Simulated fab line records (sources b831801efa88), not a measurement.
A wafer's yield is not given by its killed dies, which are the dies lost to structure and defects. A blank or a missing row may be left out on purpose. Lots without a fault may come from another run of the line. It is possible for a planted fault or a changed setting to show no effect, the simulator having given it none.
fab line records    flow sky130
record lots=12  wafers=36  last_day=50
route steps=708 shown FIELD_ISO@18 PWDE@53 LDD_HVN@274 LDD_HVP@287 PAD_OPEN@708
lots untouched by any fault: they come from a run of this same line in which no faults occurred
start_h: start of the lot's first displayed wafer, in hours after the record's first day    wait_h: how many hours have passed since the lot's step before this one    " the same as in the row above    L1.1+2: several wafers, shown together as one row    - either no value or no given start    * or withheld: withheld    < > ~ a bound
route shown NAME@n: names a module that has steps shown in the file, with the first one's number in the route    usual: mean/standard deviation of fault-free wafers    same: alike in all rows    chamber/n: place in a boat    sites: per-site readings    _std_site: standard deviation of those values    _edge_site: outer sites' mean less inner sites'    radius_mm: for every site, how far away it sits from the centre of the wafer    mask NAME#n: copy n    behind: the last tool/chamber to shape the wafer    hold: the reason the lot was held/the length of the hold in hours/how it ended    device: which transistor (n, p or np) failed to switch    end of line: tests of these same wafers at the route's end    where a step has no rows: the recipe by itself    killed: count of dies lost to structure and defects at first sort (not the wafer's yield)    map: per-die view of a wafer (x killed, . not killed, _ where there is no die)
set.NAME: the setting that was run; set.NAME@STEP: the one run at that earlier step    model.NAME: the simulator's own value behind a step, which no gauge read
a sample of lots followed through the steps of the route, with each step as a table and each wafer as a row
services: from which hour (start_h, from the record's first day; less than 0 if before it) a tool's chamber was out of use, for how many hours, and why
## steps
# step SKY_FIELD_ISO_ETCH_17
# recipe target_depth_a=3420  mask_material=Si3N4  chemistry=HBr/Cl2/O2  target=Si  taper_deg=5  icp_w=600  bias_w=150  pressure_mtorr=15  HBr_flow_sccm=150  Cl2_flow_sccm=40  O2_flow_sccm=6  time_s=97.7
# usual drypump_motor_current_A=5.8/0.37  oes_product_au=0.998/0.011  rf_fwd_power_W=596.3/2.1  throttle_valve_pct=25.658/0.011
lot.wafer  tool       chamber  start_h  wait_h  drypump_motor_current_A  oes_product_au  rf_fwd_power_W  rf_hours_counter_h  throttle_valve_pct
L735.1     rie_si-01  1        34.04    0.1     6.2                      1.000           595.8           111                 25.661
L735.4     "          0        "        "       6.1                      1.002           598.3           38                  25.642
L735.6     "          3        "        "       5.6                      0.996           594.9           -                   25.665
L736.1     rie_si-01  2        39.71    0.1     5.6                      1.003           598.6           2                   25.651
L736.5     "          1        "        "       6.1                      1.012           599.9           -                   25.651
L736.6     "          2        "        "       5.6                      1.012           599.0           -                   25.656
L737.2     rie_si-02  0        44.36    0.1     6.4                      0.994           597.6           1                   25.653
L737.3     "          1        "        "       5.5                      0.981           599.0           17                  25.663
L737.5     "          2        "        "       5.1                      1.004           593.3           -                   25.649
L738.1     rie_si-01  1        49.61    0.1     6.1                      1.002           600.8           111                 25.653
L738.4     "          0        "        "       6.1                      0.994           593.9           38                  25.648
L738.5     "          1        "        "       6.1                      0.997           597.5           -                   25.669
L740.1     rie_si-01  3        59.46    0.1     5.6                      0.996           593.4           145                 25.677
L740.4     "          1        "        "       6.1                      1.001           595.9           -                   25.652
L740.5     "          0        "        "       6.1                      1.016           598.9           -                   25.652
L742.3     rie_si-01  2        72.92    0.0     5.6                      1.007           596.9           2                   25.645
L742.4     "          1        "        "       6.2                      0.998           596.1           111                 25.650
L742.6     "          0        "        "       6.1                      1.007           595.2           -                   25.650
L746.4     rie_si-02  2        93.59    0.0     5.1                      1.001           593.7           138                 25.648
L746.5     "          2        "        "       5.1                      0.997           593.5           -                   25.664
L746.6     "          3        "        "       5.7                      0.990           594.3           -                   25.666
L747.2     rie_si-01  2        97.51    0.1     5.7                      1.008           595.6           3                   25.665
L747.4     "          3        "        "       5.6                      0.995           595.3           146                 25.676
L747.6     "          0        "        "       6.0                      1.004           596.1           -                   25.653
L748.3     rie_si-02  3        102.02   0.0     5.7                      0.997           596.0           97                  25.642
L748.4     "          1        "        "       5.5                      0.993           596.0           18                  25.671
L748.6     "          2        "        "       5.1                      0.997           593.1           -                   25.637
L749.2     rie_si-02  2        108.06   0.1     5.1                      0.999           595.3           138                 25.663
L749.3     "          0        "        "       6.4                      0.980           599.3           2                   25.680
L749.5     "          1        "        "       5.6                      0.982           596.8           -                   25.673
L750.2     rie_si-02  0        114.97   0.1     6.4                      0.973           596.8           2                   25.660
L750.3     "          2        "        "       5.1                      1.013           594.5           138                 25.645
L750.4     "          3        "        "       5.7                      1.000           598.0           97                  25.658
L755.1     rie_si-01  3        143.19   0.1     5.6                      0.995           598.1           0                   25.656
L755.4     "          0        "        "       6.1                      0.996           595.8           39                  25.655
L755.6     "          2        "        "       5.6                      1.019           594.4           -                   25.645
# step SKY_PWDE_IMPLANT_08
# recipe species=B  energy_kev=150  dose_cm2=3.6e+12  tilt_deg=withheld
# usual beam_energy_keV=150.00/0.041  dose_ions_cm2=3.601e+12/3.7e+09  faraday_current_uA=20.2/0.38
lot.wafer  tool          chamber  start_h  wait_h  beam_energy_keV  dose_ions_cm2  faraday_current_uA
L735.1     implanter-02  0        71.87    0.0     150.00           3.599e+12      20.8
L735.4     "             0        "        "       150.00           3.594e+12      20.1
L735.6     "             0        "        "       149.98           3.599e+12      19.9
L736.1     implanter-02  0        77.32    0.0     149.98           3.599e+12      20.6
L736.5     "             0        "        "       149.99           3.604e+12      20.1
L736.6     "             0        "        "       149.92           3.601e+12      20.2
L737.2     implanter-04  0        85.70    0.0     150.02           3.601e+12      20.5
L737.3     "             0        "        "       149.96           3.599e+12      21.0
L737.5     "             0        "        "       149.99           3.591e+12      20.5
L738.1     implanter-03  0        92.18    0.0     149.96           3.601e+12      20.6
L738.4     "             0        "        "       149.99           3.604e+12      20.2
L738.5     "             0        "        "       149.95           3.599e+12      20.5
L740.1     implanter-03  0        98.77    0.0     150.02           3.604e+12      20.8
L740.4     "             0        "        "       150.01           3.601e+12      20.3
L740.5     "             0        "        "       150.02           3.6e+12        20.0
L742.3     implanter-02  0        113.23   0.1     150.03           3.598e+12      20.4
L742.4     "             0        "        "       150.06           3.602e+12      19.5
L742.6     "             0        "        "       149.98           3.599e+12      19.8
L746.4     implanter-04  0        136.70   0.1     150.02           3.608e+12      20.2
L746.5     "             0        "        "       150.03           3.601e+12      20.0
L746.6     "             0        "        "       149.99           3.603e+12      20.4
L747.2     implanter-04  0        139.95   0.0     150.00           3.599e+12      20.2
L747.4     "             0        "        "       149.93           3.598e+12      20.0
L747.6     "             0        "        "       150.01           3.592e+12      20.2
L748.3     implanter-04  0        144.82   0.1     147.32           3.596e+12      20.6
L748.4     "             0        "        "       147.33           3.596e+12      20.4
L748.6     "             0        "        "       147.35           3.599e+12      20.4
L749.2     implanter-04  0        156.68   0.0     147.34           3.6e+12        20.3
L749.3     "             0        "        "       147.35           3.599e+12      20.2
L749.5     "             0        "        "       147.29           3.599e+12      20.2
L750.2     implanter-03  0        175.91   0.0     150.03           3.6e+12        19.9
L750.3     "             0        "        "       150.00           3.598e+12      20.1
L750.4     "             0        "        "       150.00           3.599e+12      21.1
L755.1     implanter-02  0        189.42   0.0     149.96           3.605e+12      20.2
L755.4     "             0        "        "       150.02           3.606e+12      19.8
L755.6     "             0        "        "       149.94           3.606e+12      20.1
# step SKY_LDD_HVN_OVL_MEAS_07
# usual LDD_HVN_OVL=-0.1/1.4
lot.wafer  tool        chamber  start_h  wait_h  LDD_HVN_OVL[nm]
L735.1     overlay-02  -        464.70   0.1     0.5
L735.4     "           -        "        "       0.7
L735.6     "           -        "        "       -1.3
L736.1     overlay-01  -        483.30   0.1     -2.2
L736.5     "           -        "        "       0.5
L736.6     "           -        "        "       -1.7
L737.2     overlay-02  -        492.60   0.1     -0.1
L737.3     "           -        "        "       -0.3
L737.5     "           -        "        "       -0.1
L738.1     overlay-01  -        512.07   0.1     0.7
L738.4     "           -        "        "       2.5
L738.5     "           -        "        "       0.0
L740.1     overlay-02  -        512.44   0.1     1.6
L740.4     "           -        "        "       -1.6
L740.5     "           -        "        "       2.1
L742.3     overlay-02  -        551.80   0.1     -0.3
L742.4     "           -        "        "       -0.1
L742.6     "           -        "        "       1.2
L746.4     overlay-01  -        573.92   0.1     3.1
L746.5     "           -        "        "       1.6
L746.6     "           -        "        "       1.4
L747.2     overlay-01  -        581.35   0.1     -2.4
L747.4     "           -        "        "       -1.9
L747.6     "           -        "        "       -1.0
L748.3     overlay-01  -        590.51   0.1     0.7
L748.4     "           -        "        "       0.9
L748.6     "           -        "        "       0.7
L749.2     overlay-01  -        606.87   0.1     -0.6
L749.3     "           -        "        "       -1.2
L749.5     "           -        "        "       -2.5
L750.2     overlay-01  -        625.87   0.1     -1.4
L750.3     "           -        "        "       -0.3
L750.4     "           -        "        "       -0.3
L755.1     overlay-02  -        651.64   0.1     0.4
L755.4     "           -        "        "       1.3
L755.6     "           -        "        "       0.1
# step SKY_LDD_HVP_STRIP_09
# recipe chemistry=O2/N2  power_w=1400  pressure_mtorr=1500  platen_temp_c=withheld  o2_flow_sccm=3000  n2_flow_sccm=300  overash_fraction=0.5
# usual drypump_motor_current_A=5.7/0.39  oes_product_au=0.408/0.0051  strip_time_to_endpoint_s=4.131/0.016
lot.wafer  tool             chamber  start_h  wait_h  drypump_motor_current_A  oes_product_au  rf_hours_counter_h  strip_time_to_endpoint_s
L735.1     plasma_asher-01  0        494.97   0.1     5.8                      0.404           33                  4.128
L735.4     "                0        "        "       5.8                      0.407           -                   4.135
L735.6     "                0        "        "       5.8                      0.407           -                   4.121
L736.1     plasma_asher-03  1        513.93   0.1     6.2                      0.416           70                  4.136
L736.5     "                1        "        "       6.2                      0.411           -                   4.154
L736.6     "                0        "        "       5.7                      0.412           -                   4.121
L737.2     plasma_asher-01  0        522.83   0.1     5.8                      0.412           35                  4.148
L737.3     "                0        "        "       5.8                      0.404           -                   4.137
L737.5     "                0        "        "       5.8                      0.408           -                   4.140
L738.1     plasma_asher-01  0        542.17   0.1     5.8                      0.409           37                  4.121
L738.4     "                0        "        "       5.8                      0.412           -                   4.125
L738.5     "                1        "        "       5.6                      0.409           -                   4.121
L740.1     plasma_asher-03  1        542.47   0.1     6.2                      0.395           73                  4.109
L740.4     "                0        "        "       5.7                      0.405           -                   4.115
L740.5     "                0        "        "       5.7                      0.409           -                   4.138
L742.3     plasma_asher-03  1        581.27   0.1     6.2                      0.412           -                   4.104
L742.4     "                0        "        "       5.7                      0.410           -                   4.129
L742.6     "                1        "        "       6.2                      0.401           -                   4.136
L746.4     plasma_asher-02  1        602.32   0.1     5.0                      0.406           -                   4.132
L746.5     "                1        "        "       5.0                      0.410           -                   4.125
L746.6     "                0        "        "       5.2                      0.407           -                   4.113
L747.2     plasma_asher-03  0        610.47   0.1     5.7                      0.406           80                  4.123
L747.4     "                1        "        "       6.2                      0.409           -                   4.134
L747.6     "                0        "        "       5.7                      0.407           -                   4.128
L748.3     plasma_asher-03  0        619.85   0.1     5.7                      0.409           -                   4.135
L748.4     "                1        "        "       6.2                      0.412           -                   4.135
L748.6     "                1        "        "       6.2                      0.411           -                   4.136
L749.2     plasma_asher-02  1        635.58   0.1     4.9                      0.403           91                  4.124
L749.3     "                0        "        "       5.2                      0.417           -                   4.116
L749.5     "                0        "        "       5.2                      0.408           -                   4.159
L750.2     plasma_asher-03  0        654.68   0.1     5.6                      0.406           84                  4.180
L750.3     "                0        "        "       5.7                      0.410           -                   4.159
L750.4     "                1        "        "       6.2                      0.412           -                   4.146
L755.1     plasma_asher-02  0        679.93   0.1     5.2                      0.416           95                  4.139
L755.4     "                1        "        "       5.0                      0.414           -                   4.169
L755.6     "                1        "        "       5.0                      0.416           -                   4.132
# step SKY_PAD_OPEN_PROBE_99
# usual killed_at_M0_to_M3=45/7.5  killed_at_M4_up=3.2/1.8  killed_at_contacts=24/4.9  killed_at_front_end=15/4.4  killed_at_other=0.3/0.54  killed_dies=87/9.8  killed_open=47/6.4  killed_short=40/6.5
# same gross_dies=492  killed_at_back_side=0
lot.wafer  tool       chamber  start_h  wait_h  killed_at_M0_to_M3  killed_at_M4_up  killed_at_contacts  killed_at_front_end  killed_at_other  killed_dies  killed_open  killed_short
L747.2     prober-02  -        1153.69  0.1     45                  4                25                  11                   0                85           53           31
L747.4     prober-02  -        1153.79  0.2     44                  5                24                  15                   2                90           52           37
L747.6     prober-02  -        1153.89  0.2     52                  8                27                  15                   0                102          63           39
L749.2     prober-02  -        1171.61  0.1     51                  2                20                  15                   0                88           47           40
L749.3     prober-02  -        1171.66  0.2     57                  5                23                  15                   1                101          53           48
L749.5     prober-02  -        1171.76  0.2     34                  4                24                  12                   1                75           41           34
# killed by level:class
L747.2 LI_CONTACT:geometric_particle:open=11 VIA1:geometric_particle:open=10 CONTACT:geometric_particle:open=8 METAL1:geometric_particle:short=6 VIA3:geometric_particle:open=6 METAL2:geometric_particle:short=5 METAL1:geometric_particle:open=4 POLY_GATE:geometric_particle:open=3
L747.4 VIA3:geometric_particle:open=10 CONTACT:geometric_particle:open=9 VIA1:geometric_particle:open=7 POLY_GATE:geometric_particle:open=6 LOCAL_INTERCONNECT:geometric_particle:short=6 VIA2:geometric_particle:open=6 METAL2:geometric_particle:short=5 LI_CONTACT:geometric_particle:open=4
L747.6 VIA1:geometric_particle:open=15 VIA2:geometric_particle:open=11 CONTACT:geometric_particle:open=10 FIELD_ISO:geometric_particle:open=7 LI_CONTACT:geometric_particle:open=6 METAL4:geometric_particle:short=6 FIELD_ISO:geometric_particle:short=4 METAL1:geometric_particle:short=4
L749.2 VIA1:geometric_particle:open=17 VIA1:geometric_particle:short=7 CONTACT:geometric_particle:short=6 CONTACT:geometric_particle:open=6 VIA2:geometric_particle:open=5 VIA2:geometric_particle:short=5 VIA3:geometric_particle:open=5 FIELD_ISO:geometric_particle:short=4
L749.3 VIA1:geometric_particle:open=14 VIA2:geometric_particle:open=10 LOCAL_INTERCONNECT:geometric_particle:short=7 CONTACT:geometric_particle:open=7 METAL1:geometric_particle:short=6 VIA1:geometric_particle:short=5 VIA3:geometric_particle:open=5 FIELD_ISO:geometric_particle:short=4
L749.5 CONTACT:geometric_particle:open=11 VIA3:geometric_particle:open=7 LI_CONTACT:geometric_particle:open=5 LOCAL_INTERCONNECT:geometric_particle:short=5 VIA1:geometric_particle:open=5 METAL2:geometric_particle:short=5 METAL1:geometric_particle:short=4 VIA2:geometric_particle:short=4
## services
tool             chamber  start_h  hours  kind
rie_si-02        -        23.12    1.1    repair
rie_si-02        -        55.84    0.3    repair
rie_si-01        2        57.53    9.0    repair
rie_si-01        3        65.40    1.3    repair
rie_si-02        3        93.97    1.1    repair
rie_si-02        0        111.42   3.1    repair
implanter-04     -        116.08   4.8    pm
rie_si-01        2        117.88   16.7   repair
rie_si-01        -        222.65   2.8    pm
rie_si-02        -        227.42   1.1    repair
rie_si-01        1        303.53   6.1    repair
implanter-04     -        304.99   13.9   repair
rie_si-02        -        305.27   2.0    repair
implanter-04     -        322.29   2.2    repair
rie_si-02        0        327.92   4.8    repair
implanter-04     -        332.83   4.3    pm
rie_si-01        3        396.55   8.2    repair
rie_si-01        1        413.72   21.1   repair
rie_si-01        2        419.83   6.8    repair
plasma_asher-03  -        459.58   5.8    repair
rie_si-01        -        489.88   4.3    pm
rie_si-01        -        530.55   0.5    repair
plasma_asher-03  -        611.88   1.6    repair
rie_si-01        -        639.53   14.6   pm
## key
first_sign step=SKY_PWDE_IMPLANT_08  reading=beam_energy_keV  direction=down  sigmas=66  usual=*  struck=*
effect none on later readings
met_at SKY_PWDE_IMPLANT_08
struck_lots L748,L749
tester_left_out L748,L749
not_acting_at SKY_FIELD_ISO_ETCH_17,SKY_LDD_HVN_OVL_MEAS_07,SKY_LDD_HVP_STRIP_09
onset_between 139.95 144.82
fault kind=process_parameter_drift  tool=implanter-04  chamber=-  onset_h=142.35  steps=SKY_PWDE_IMPLANT_08  channel=energy_kev  offset=*  shape=step  end_h=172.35  acts_in=*  stated=*
# tester_left_out: of these lots the tester's yield and bins aren't shown, on N5 and GAA mostly nor the transistor test; their killed dies are dies lost to structure and defects alone, not to doping, threshold or leakage, so they don't give the yield
